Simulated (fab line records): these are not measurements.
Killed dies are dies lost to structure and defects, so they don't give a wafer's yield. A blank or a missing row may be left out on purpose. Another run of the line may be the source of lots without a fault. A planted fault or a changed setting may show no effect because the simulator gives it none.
Which tool was responsible?    flow gf180mcu    11 lots with 33 wafers sampled at 4 steps, on a route of 602 steps

## WHAT EACH GAUGE READ, for each wafer
GF_V1_RS_MEAS_24: a four-point-probe measurement.
lot   measured      on             V1_W_RS (ohm/sq)
L688  day 17 23:46  film metro-04  0.328 0.322 0.330
L692  day 19 22:17  film metro-04  0.329 0.331 0.333
L695  day 21 00:34  film metro-01  0.331 0.307 0.309
L696  day 21 06:21  film metro-02  0.328 0.328 0.327
L698  day 21 21:34  film metro-04  0.307 0.333 0.309
L700  day 22 15:04  film metro-04  0.327 0.326 0.327
L706  day 24 19:35  film metro-04  0.335 0.336 0.337
L708  day 25 10:24  film metro-04  0.329 0.327 0.325
L709  day 25 12:14  film metro-02  0.328 0.327 0.332
L710  day 25 16:47  film metro-04  0.331 0.327 0.329
L711  day 26 04:42  film metro-04  0.330 0.324 0.327

## EACH LOT AND THE TOOL THAT RAN IT (in order: tool; ch and the chambers of the sampled wafers; start)
lot   GF_M1_SPUTTER_01              GF_V1_STRIP_18                        GF_V1_CVD_23
L688  pvd sputter-01, day 15 23:20  plasma asher-03 ch 0,1, day 17 23:01  cvd w-02 ch 0,1, day 17 23:39
L692  pvd sputter-03, day 17 19:11  plasma asher-04 ch 0,1, day 19 21:31  cvd w-02 ch 0,1, day 19 22:09
L695  pvd sputter-03, day 18 21:32  plasma asher-03 ch 0,1, day 20 23:50  cvd w-02 ch 0,1, day 21 00:28
L696  pvd sputter-02, day 19 03:18  plasma asher-03 ch 0,1, day 21 05:28  cvd w-01 ch 1, day 21 06:08
L698  pvd sputter-01, day 19 19:05  plasma asher-03 ch 0,1, day 21 20:47  cvd w-02 ch 0,1, day 21 21:28
L700  pvd sputter-03, day 20 14:34  plasma asher-02 ch 0,1, day 22 14:19  cvd w-01 ch 0,1, day 22 14:56
L706  pvd sputter-03, day 22 20:49  plasma asher-04 ch 0,1, day 24 18:47  cvd w-01 ch 0,1, day 24 19:28
L708  pvd sputter-02, day 23 11:40  plasma asher-03 ch 0,1, day 25 09:37  cvd w-02 ch 0,1, day 25 10:17
L709  pvd sputter-01, day 23 14:07  plasma asher-03 ch 0,1, day 25 11:20  cvd w-02 ch 1, day 25 12:00
L710  pvd sputter-01, day 23 18:06  plasma asher-04 ch 0,1, day 25 15:55  cvd w-02 ch 1, day 25 16:33
L711  pvd sputter-03, day 24 07:44  plasma asher-03 ch 0,1, day 26 03:56  cvd w-02 ch 0,1, day 26 04:35
- GF_M1_SPUTTER_01: material TiN, target thk 30 nm, time 25 s.
- GF_V1_STRIP_18: strips in O2/N2.
- GF_V1_CVD_23: deposits W, target thk 350 nm, time 105.05 s.

## THE ANSWER, worked out from the rows above alone
Rule: what is usual is taken from the lots themselves. Put in order of their means at a reading, lots are off if they are a third of the lots or fewer, leave a main group of 4 or more, and stand apart from it by a gap of 3 or more times the standard deviation of the main group's means; of several such gaps the widest counts. A main group whose means are all the same, to the digits that the tables above print for the reading, isn't used. Also off: a lot with no number at a reading for which 4 or more lots have one. All remaining lots with rows at the step are treated as sound.
Off: L695, L698, at GF_V1_RS_MEAS_24 (V1_W_RS). The main group has a mean of 0.329 ohm/sq with a standard deviation of 0.0029.
A tool fits if, at a process step before that reading, it ran every lot that is off, and no sound lot after the first of them. Gauges at GF_V1_RS_MEAS_24: tried the same way as those tools. Not one of the candidates tried fits.

## WHAT WAS PUT IN BY THE SIMULATOR
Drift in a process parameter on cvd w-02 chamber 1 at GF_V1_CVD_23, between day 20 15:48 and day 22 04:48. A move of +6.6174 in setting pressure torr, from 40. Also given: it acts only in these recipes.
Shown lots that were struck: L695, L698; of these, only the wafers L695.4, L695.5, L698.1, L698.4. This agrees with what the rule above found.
